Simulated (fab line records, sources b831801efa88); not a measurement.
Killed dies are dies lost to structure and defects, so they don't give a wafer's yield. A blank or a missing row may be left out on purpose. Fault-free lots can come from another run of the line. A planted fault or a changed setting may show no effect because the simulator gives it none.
Which tool was responsible? -- flow sky130 -- 12 lots with 36 wafers sampled at 2 steps, on a route of 708 steps

== WHAT THE GAUGES READ, wafer by wafer ==
SKY_VIA1_RS_MEAS_22: the measuring method here is four-point-probe.
lot,measured,on,VIA1_W_RS (ohm/sq)
L079,day 35 03:49,film-metro-03,0.426 0.426 0.431
L077,day 35 04:13,film-metro-02,0.426 0.430 0.430
L076,day 35 05:20,film-metro-04,0.427 0.424 0.431
L081,day 35 08:37,film-metro-02,0.428 0.420 0.426
L083,day 36 14:29,film-metro-03,0.435 0.437 0.432
L086,day 41 06:43,film-metro-04,0.428 0.427 0.433
L087,day 41 09:47,film-metro-04,0.426 0.427 0.427
L088,day 41 11:22,film-metro-04,0.431 0.427 0.433
L095,day 41 12:36,film-metro-03,0.430 0.432 0.429
L090,day 41 14:29,film-metro-04,0.431 0.434 0.427
L096,day 41 15:39,film-metro-03,0.433 0.431 0.426
L092,day 41 17:20,film-metro-04,0.430 0.429 0.431

== TOOL THAT RAN EACH LOT (tool first, then ch and the chambers of the sampled wafers, then the start) ==
lot,SKY_VIA1_CMP_02
L079,"cmp-01 ch 0,3, day 34 01:00"
L077,"cmp-01 ch 0,1, day 34 01:18"
L076,"cmp-01 ch 0,1, day 34 02:04"
L081,"cmp-02 ch 1,3, day 34 05:35"
L083,"cmp-01 ch 0,1,2, day 35 11:14"
L086,"cmp-02 ch 1,2,3, day 40 05:46"
L087,"cmp-01 ch 0,1, day 40 09:07"
L088,"cmp-01 ch 0,1,3, day 40 10:33"
L095,"cmp-01 ch 0,2,3, day 40 11:12"
L090,"cmp-01 ch 1,2, day 40 13:01"
L096,"cmp-02 ch 1,2, day 40 14:20"
L092,"cmp-02 ch 0,3, day 40 16:00"
- SKY_VIA1_CMP_02: polishes SiO2.

== THE ANSWER, worked out from the rows above alone ==
Rule: what is usual is taken from the lots themselves. The widest of any qualifying gaps counts: lots, ordered by their means at a reading, are off when they make up no more than a third of the lots, leave a main group of 4 or more, and stand apart from it by 3 or more times the standard deviation of that group's means. A main group whose means are all the same, to the digits that the tables above print for the reading, isn't used. Also off: a lot with no number at a reading for which 4 or more lots have one. All remaining lots with rows at the step are treated as sound.
No lot is off at any reading shown: from this, nothing can be told.

== WHAT THE SIMULATOR PUT IN ==
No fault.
